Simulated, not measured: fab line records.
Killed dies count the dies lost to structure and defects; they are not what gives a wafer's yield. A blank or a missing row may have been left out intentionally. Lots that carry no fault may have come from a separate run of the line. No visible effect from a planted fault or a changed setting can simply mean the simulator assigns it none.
2 desks, one fault ; flow sky130 ; every desk sees just its own numbers, and what lay behind them comes last

== FROM THE METROLOGY DESK ==
Lot by lot, what the gauges showed, no matter which tool ran the lot: averages of those sampled wafers that carry a number. Marked OUT: a lot whose mean sits more than 4 standard deviations from the usual mean, which makes it out of limits; the brackets give that distance.
Columns: A = PWDE_OVL at SKY_PWDE_OVL_MEAS_07, usual -0.2 nm
lot;first seen here;A
L822;day 3 21:35;0.0
L824;day 4 06:37;0.8
L825;day 4 11:01;-1.6
L828;day 5 07:22;-0.4
L829;day 5 10:28;-0.2
L830;day 5 15:49;-0.1
L831;day 5 22:15;0.2
L832;day 6 04:46;0.4
L833;day 6 10:31;-1.0
L835;day 7 00:42;-0.5
L842;day 8 11:59;-0.5
L843;day 8 17:30;-0.1
L845;day 9 04:57;-0.2
Result from this desk: across the 13 lots, nothing is out of limits.

== THE TOOL OWNER'S DESK: litho track-02 ==
The tool's own readings at SKY_PWDE_DEVELOP_06 (develop time 60 s): means of the sampled wafers that have a number, for each lot that ran on this tool. Marked OUT: a lot whose mean sits more than 4 standard deviations from the usual mean, which makes it out of limits; the brackets give that distance.
Columns: A = developer temp C at SKY_PWDE_DEVELOP_06, usual 23.00 C
lot;first seen here;A
L824;day 4 06:00;22.91
L825;day 4 10:00;22.85
L828;day 5 07:00;22.99
L829;day 5 10:00;23.08
L830;day 5 15:00;22.84
L832;day 6 04:00;23.15
L833;day 6 10:00;22.94
L834;day 6 15:00;22.98
Result from this desk: across the 8 lots, nothing is out of limits.

== PUT TOGETHER ==
Metrology desk: nothing out of limits seen.
Nothing out of limits was seen by the tool owner's desk.

== WHAT HAD BEEN PUT IN BY THE SIMULATOR ==
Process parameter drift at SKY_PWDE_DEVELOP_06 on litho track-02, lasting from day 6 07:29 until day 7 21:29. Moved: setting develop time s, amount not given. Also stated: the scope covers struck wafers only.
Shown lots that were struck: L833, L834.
